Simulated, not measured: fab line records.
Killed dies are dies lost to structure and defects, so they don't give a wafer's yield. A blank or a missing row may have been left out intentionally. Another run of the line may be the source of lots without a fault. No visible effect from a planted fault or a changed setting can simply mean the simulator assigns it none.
A single fault, viewed from 2 desks ; flow gf180mcu ; numbers are kept per desk, each desk with only its own; the story behind them comes last

## FOR THE TOOL OWNER'S DESK: rie metal-04
The tool's own readings at GF_M2_METAL_ETCH_16 (etches the open film in Cl2/BCl3, stops on SiO2, target depth 750.8 nm, time 125.1 s): means of the sampled wafers that have a number, for each lot that ran on this tool. If a lot's mean is further than 4 standard deviations from the usual mean, the lot is out of limits and carries the mark OUT (the distance appears in the brackets).
Columns: A = bias w at GF_M2_METAL_ETCH_16, usual 140.0 W; B = drypump motor current A at GF_M2_METAL_ETCH_16, usual 5.8 A; C = mfc cl2 sccm at GF_M2_METAL_ETCH_16, usual 79.96 sccm; D = oes product au at GF_M2_METAL_ETCH_16, usual 0.991 a.u.; E = rf fwd power W at GF_M2_METAL_ETCH_16, usual 797.0 W; F = throttle valve pct at GF_M2_METAL_ETCH_16, usual 28.227 %
lot;first seen here;A;B;C;D;E;F
L202;day 19 02:57;140.5;5.6;79.95;0.989;795.3;28.221
L203;day 19 12:54;139.8;5.6;80.22;0.986;795.8;28.228
L206;day 20 15:21;139.7;5.9;80.04;0.987;795.3;28.230
L209;day 21 18:26;140.2;5.6;80.15;0.988;795.7;28.225
L210;day 22 06:09;140.2;5.9;80.06;0.998;924.6 (+55) OUT;28.229
L211;day 22 15:30;140.6;5.3;79.91;0.997;925.6 (+56) OUT;28.222
L222;day 26 06:57;139.8;5.3;80.05;0.990;795.8;28.218
L223;day 26 14:01;140.0;5.3;79.81;0.997;795.7;28.223
L224;day 27 00:30;140.3;5.9;80.18;0.991;795.9;28.224
L225;day 27 03:06;140.0;5.9;79.87;0.997;796.7;28.228
This desk finds L210, L211 out of limits, L210 being first, at day 22 06:09 (rf fwd power W at GF_M2_METAL_ETCH_16). L202, L203, L206, L209, L222, L223, L224, L225 stayed within limits.

## FROM THE METROLOGY DESK
Lot by lot, what the gauges showed, no matter which tool ran the lot: averages of those sampled wafers that carry a number. If a lot's mean is further than 4 standard deviations from the usual mean, the lot is out of limits and carries the mark OUT (the distance appears in the brackets).
Columns: A = CONTACT_CVD_02_THK at GF_CONTACT_THK_MEAS_03, usual 854 nm; B = M2_ALCU_RS at GF_M2_RS_MEAS_05, usual 0.0702 ohm/sq
lot;first seen here;A;B
L202;day 15 04:20;861;0.0696
L203;day 15 10:30;856;0.0697
L206;day 16 09:58;855;0.0701
L209;day 17 13:38;856;0.0714
L210;day 18 01:10;859;0.0711
L211;day 18 10:55;855;0.0700
L221;day 21 23:34;848;0.0698
L222;day 22 09:21;854;0.0703
L223;day 22 17:40;852;0.0711
L224;day 23 04:49;846;0.0690
L225;day 23 08:11;842;0.0704
Result from this desk: across the 11 lots, nothing is out of limits.

## BROUGHT TOGETHER
An alarm could have come from the tool owner's desk at day 22 06:09, on L210, L211.
Nothing out of limits was seen by the metrology desk.
The metrology desk has L210, L211 on record, within its limits.
GF_M2_METAL_ETCH_16 was run on rie metal-04 by each of the lots named.

## WHAT THE SIMULATOR PUT IN
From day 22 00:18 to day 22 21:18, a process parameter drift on rie metal-04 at GF_M2_METAL_ETCH_16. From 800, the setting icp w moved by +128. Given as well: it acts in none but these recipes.
Shown lots that were struck: L210, L211.
Each desk's first reading out of limits, in hours after the fault started: the tool owner's desk, 6.
